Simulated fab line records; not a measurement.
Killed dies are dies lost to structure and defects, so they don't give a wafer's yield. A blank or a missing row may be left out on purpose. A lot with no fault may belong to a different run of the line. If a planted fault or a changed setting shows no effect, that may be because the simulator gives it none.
Matching of chambers / flow gf180mcu / 3 sister chambers for GF_PASSIVATION_CVD_02 on pecvd-02
The step deposits Si3N4, target thk 700 nm, time 486.18 s. 6 wafers are shown with their chamber, then 7 later ones without.

WAFERS, EACH WITH ITS CHAMBER
wafer=L089.1; chamber=1; heater_power_w (W)=681; rf_fwd_power_W (W)=450.3
wafer=L092.2; chamber=0; heater_power_w (W)=633; rf_fwd_power_W (W)=450.5
wafer=L092.3; chamber=1; heater_power_w (W)=687; rf_fwd_power_W (W)=447.5
wafer=L092.4; chamber=2; heater_power_w (W)=802; rf_fwd_power_W (W)=448.8
wafer=L093.3; chamber=2; heater_power_w (W)=792; rf_fwd_power_W (W)=451.0
wafer=L093.4; chamber=0; heater_power_w (W)=634; rf_fwd_power_W (W)=450.1

WAFERS MISSING THEIR CHAMBER
wafer=L093.6; heater_power_w (W)=613; rf_fwd_power_W (W)=449.4
wafer=L096.1; heater_power_w (W)=755; rf_fwd_power_W (W)=449.8
wafer=L096.2; heater_power_w (W)=764; rf_fwd_power_W (W)=449.2
wafer=L096.4; heater_power_w (W)=617; rf_fwd_power_W (W)=449.4
wafer=L097.1; heater_power_w (W)=712; rf_fwd_power_W (W)=449.3
wafer=L097.3; heater_power_w (W)=761; rf_fwd_power_W (W)=449.3
wafer=L097.4; heater_power_w (W)=745; rf_fwd_power_W (W)=449.2

EACH ONE'S CHAMBER
wafer=L093.6; from the rows above=0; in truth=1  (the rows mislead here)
wafer=L096.1; from the rows above=2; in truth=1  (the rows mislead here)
wafer=L096.2; from the rows above=2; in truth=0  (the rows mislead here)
wafer=L096.4; from the rows above=0; in truth=0
wafer=L097.1; from the rows above=1; in truth=1
wafer=L097.3; from the rows above=2; in truth=2
wafer=L097.4; from the rows above=can't be placed: 2 or 1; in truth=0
Correct placement for 3 of the 7. Unplaceable from these rows: 1, with the true chamber sitting among the candidates in 0. Placed wrongly: 3.
How it was worked out, from the rows above alone: a wafer's distance from a chamber is the root of the sum, over the readings, of the square of ((its reading less the chamber's mean) divided by the reading's scatter). If the next closest chamber is less than 2 further off than the closest, the wafer can't be placed; otherwise it belongs to the closest. The mean given for a chamber averages the wafers shown for that chamber. The scatter is the square root of a quotient: the sum, over the shown wafers, of each reading's squared deviation from its chamber's mean, divided by wafers minus chambers.
